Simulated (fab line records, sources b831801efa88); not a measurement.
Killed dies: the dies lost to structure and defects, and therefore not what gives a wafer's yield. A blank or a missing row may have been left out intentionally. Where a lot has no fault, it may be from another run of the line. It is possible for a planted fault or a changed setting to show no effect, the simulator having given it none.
Which tool did it? :: flow sky130 :: 36 wafers sampled from 12 lots at 1 step of a route of 708

== WHAT EACH GAUGE READ, for each wafer ==
SKY_NWELL_TW_MEAS_15.
lot: L075
measured: day 4 14:36
on: film metro-02
NWELL_TW: 1779 1776 1775

lot: L077
measured: day 5 05:05
on: film metro-02
NWELL_TW: 1780 1770 1773

lot: L079
measured: day 6 03:24
on: film metro-01
NWELL_TW: 1812 1821 1821

lot: L081
measured: day 6 11:32
on: film metro-03
NWELL_TW: 1807 1804 1796

lot: L083
measured: day 6 15:10
on: film metro-01
NWELL_TW: 1826 1829 1822

lot: L085
measured: day 7 08:21
on: film metro-02
NWELL_TW: 1787 1784 1781

lot: L087
measured: day 7 20:26
on: film metro-03
NWELL_TW: 1821 1808 1806

lot: L088
measured: day 8 08:17
on: film metro-03
NWELL_TW: 1811 1809 1807

lot: L091
measured: day 8 19:37
on: film metro-01
NWELL_TW: 1822 1810 1800

lot: L093
measured: day 9 07:12
on: film metro-01
NWELL_TW: 1825 1819 1825

lot: L095
measured: day 9 16:04
on: film metro-01
NWELL_TW: 1827 1834 1831

lot: L097
measured: day 10 06:42
on: film metro-02
NWELL_TW: 1782 1792 1791

== TOOL THAT RAN EACH LOT (tool first, then ch and the chambers of the sampled wafers, then the start) ==
The record holds no process step before these readings.

== THE ANSWER, worked out from the rows above alone ==
Rule: the lots themselves supply what counts as usual. Put in order of their means at a reading, lots are off if they are a third of the lots or fewer, leave a main group of 4 or more, and stand apart from it by a gap of 3 or more times the standard deviation of the main group's means; of several such gaps the widest counts. Not used: any main group whose means are identical at the precision the tables above print for the reading. Also off: a lot with no number at a reading for which 4 or more lots have one. All remaining lots with rows at the step are treated as sound.
No lot is off at any reading shown: from this, nothing can be told.

== WHAT THE SIMULATOR HAD PUT IN ==
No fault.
